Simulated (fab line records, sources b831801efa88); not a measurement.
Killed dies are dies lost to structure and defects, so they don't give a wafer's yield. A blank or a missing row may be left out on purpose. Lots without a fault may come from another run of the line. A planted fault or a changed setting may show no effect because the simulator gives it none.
Chamber matching | flow gf180mcu | GF_V5_CMP_04 on cmp-01: 4 sister chambers
The step polishes SiO2. 8 wafers are shown with their chamber, then 12 later ones without.

WAFERS WITH THEIR CHAMBER
wafer  | chamber | motor_current_A (A)
L087.4 | 1       | 11.2
L088.6 | 2       | 12.7
L088.1 | 0       | 10.3
L088.3 | 1       | 12.2
L088.4 | 3       | 12.8
L090.2 | 2       | 12.6
L090.3 | 3       | 12.3
L090.6 | 0       | 10.0

WAFERS WITHOUT THEIR CHAMBER
wafer  | motor_current_A (A)
L090.1 | 11.5
L090.4 | 10.9
L090.5 | 13.8
L091.1 | 12.6
L091.3 | 13.6
L091.6 | 13.3
L092.1 | 11.6
L092.2 | 11.3
L092.6 | 10.8
L092.3 | 11.5
L092.4 | 13.0
L092.5 | 12.3

WHICH CHAMBER EACH WENT THROUGH
wafer  | from the rows above          | in truth
L090.1 | 1                            | 1
L090.4 | can't be placed: 0 or 1      | 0
L090.5 | can't be placed: 2 or 3      | 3
L091.1 | can't be placed: 2 or 3      | 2
L091.3 | can't be placed: 2 or 3      | 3
L091.6 | can't be placed: 2 or 3      | 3
L092.1 | 1                            | 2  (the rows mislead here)
L092.2 | can't be placed: 1 or 0      | 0
L092.6 | can't be placed: 0 or 1      | 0
L092.3 | 1                            | 1
L092.4 | can't be placed: 2 or 3      | 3
L092.5 | can't be placed: 3 or 2 or 1 | 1
Placed correctly: 2 of 12. Can't be placed from these rows: 9 (the true chamber is among the candidates in 9). Placed wrongly: 1.
How it was worked out, from the rows above alone: a wafer's distance from a chamber is the root of the sum, over the readings, of the square of ((its reading less the chamber's mean) divided by the reading's scatter). The wafer belongs to the nearest chamber; if the next one is less than 2 further off, it can't be placed. A chamber's mean is the mean of its shown wafers. The scatter: the root of (the sum of the squares of (reading less its chamber's mean) over the shown wafers, divided by (wafers less chambers)).
